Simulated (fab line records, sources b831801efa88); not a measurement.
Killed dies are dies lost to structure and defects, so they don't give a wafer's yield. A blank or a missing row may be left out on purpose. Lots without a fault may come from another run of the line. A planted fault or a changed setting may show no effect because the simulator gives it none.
A struck lot beside a sound one | flow sky130 | 26 steps out of a route of 708
Sound: wafers L854.2, L854.5, L854.6. Struck: wafers L846.2, L846.5, L846.6. The cause comes at the end.
At each step with rows: each side's tool, then ch and its chambers, then its first start. Under that, the readings that differ: sound wafers | struck wafers | difference of the means | sigmas: that difference in standard deviations of wafers without a fault.
alike: readings whose means differ by less than 2 such deviations, and words and numbers that are the same on both sides. not compared: withheld readings, readings that some wafer has no value for, bounds like >300 that may hide the same value, and numbers for which the record gives no deviation and whose values overlap.
The two part at a step that has a row with sigmas, a row that says differs or no value, or rows on one side only. Numbers that don't overlap but have no deviation are shown without sigmas and don't part them. A reading that every wafer of one side lacks parts them only if that side has two wafers or more.

first, 1 step without rows for these wafers: SKY_VT_ADJUST_HVTP_IMPLANT_09.
SKY_VT_ADJUST_HVTP_STRIP_10: strips in O2/N2.
  sound on plasma_asher-01 ch 0,1, day 11 09:34; struck on plasma_asher-01 ch 0,1, day 9 07:40
  alike: chamber_pressure_mTorr, drypump_motor_current_A, n2_flow_sccm, o2_flow_sccm, oes_product_au, strip_time_to_endpoint_s
  not compared: rf_hours_counter_h
SKY_VT_ADJUST_HVTP_TW_MEAS_11:
  sound on film_metro-01, day 11 09:40; struck on film_metro-04, day 9 07:47
  alike: VT_ADJUST_HVTP_TW
then, 7 steps without rows for these wafers: SKY_VT_ADJUST_LVTN_DEHYDRATE_00 (time 60 s); SKY_VT_ADJUST_LVTN_HMDS_01 (prime time 60 s); SKY_VT_ADJUST_LVTN_COAT_02 (resist thk 3000 nm); SKY_VT_ADJUST_LVTN_SOFTBAKE_03; SKY_VT_ADJUST_LVTN_EXPOSE_04 (exposes mask NWM COMPLEMENT LESS NATIVE, target cd 840 nm); SKY_VT_ADJUST_LVTN_PEB_05; SKY_VT_ADJUST_LVTN_DEVELOP_06 (develop time 60 s).
SKY_VT_ADJUST_LVTN_OVL_MEAS_07:
  sound on overlay-02, day 12 09:52; struck on overlay-01, day 10 06:52
  alike: VT_ADJUST_LVTN_OVL
then, 1 step without rows for these wafers: SKY_VT_ADJUST_LVTN_IMPLANT_08.
SKY_VT_ADJUST_LVTN_STRIP_09: strips in O2/N2.
  sound on plasma_asher-04 ch 0,1, day 12 10:02; struck on plasma_asher-03 ch 0,1, day 10 07:03
  no value came back on the struck wafers for any of 6 readings (chamber_pressure_mTorr (mTorr), drypump_motor_current_A (A) and others); on the sound wafers chamber_pressure_mTorr (mTorr) reads 1499.8 1499.4 1502.3
  reading                                          | sound | struck         | difference | sigmas
  model.coat_of_VT_ADJUST_LVTN_COAT_02.thk_nm (nm) | 0 0 0 | 3000 2994 3001 | +2998      |
  not compared: rf_hours_counter_h
SKY_VT_ADJUST_LVTN_TW_MEAS_10:
  sound on film_metro-01, day 12 10:09; struck on film_metro-03, day 10 07:10
  alike: VT_ADJUST_LVTN_TW
then, 7 steps without rows for these wafers: SKY_VT_ADJUST_LVTN_DEHYDRATE_11 (time 60 s); SKY_VT_ADJUST_LVTN_HMDS_12 (prime time 60 s); SKY_VT_ADJUST_LVTN_COAT_13 (resist thk 1140 nm); SKY_VT_ADJUST_LVTN_SOFTBAKE_14 (time 60 s); SKY_VT_ADJUST_LVTN_EXPOSE_15 (exposes mask HVN STD DERIVED, target cd 600 nm); SKY_VT_ADJUST_LVTN_PEB_16; SKY_VT_ADJUST_LVTN_DEVELOP_17 (develop time 58.24 s).
SKY_VT_ADJUST_LVTN_OVL_MEAS_18:
  sound on overlay-01, day 13 11:01; struck on overlay-02, day 11 06:19
  alike: VT_ADJUST_LVTN_01_OVL
then, 1 step without rows for these wafers: SKY_VT_ADJUST_LVTN_IMPLANT_19.
SKY_VT_ADJUST_LVTN_STRIP_20: strips in O2/N2.
  sound on plasma_asher-02 ch 0,1, day 13 11:12; struck on plasma_asher-02 ch 0,1, day 11 06:30
  reading                      | sound             | struck            | difference | sigmas
  oes_product_au (a.u.)        | 0.711 0.721 0.712 | 0.717 0.733 0.728 | +0.011     | +2
  strip_time_to_endpoint_s (s) | 14.17 14.13 14.15 | 58.74 58.62 58.70 | +44.54     | +99 or more
  alike: chamber_pressure_mTorr, drypump_motor_current_A, n2_flow_sccm, o2_flow_sccm
  not compared: rf_hours_counter_h
SKY_VT_ADJUST_LVTN_TW_MEAS_21:
  sound on film_metro-01, day 13 11:19; struck on film_metro-03, day 11 06:37
  reading             | sound             | struck         | difference | sigmas
  VT_ADJUST_LVTN_2_TW | 187.9 189.0 187.4 | 29.7 29.8 29.8 | -158.3     | -99 or more
then, 1 step without rows for these wafers: SKY_VT_ADJUST_NCORE_DEHYDRATE_00 (time 60 s).

WHERE THEY PART
First at SKY_VT_ADJUST_LVTN_STRIP_09; last, within this record, at SKY_VT_ADJUST_LVTN_TW_MEAS_21.

WHY: what the simulator had put in
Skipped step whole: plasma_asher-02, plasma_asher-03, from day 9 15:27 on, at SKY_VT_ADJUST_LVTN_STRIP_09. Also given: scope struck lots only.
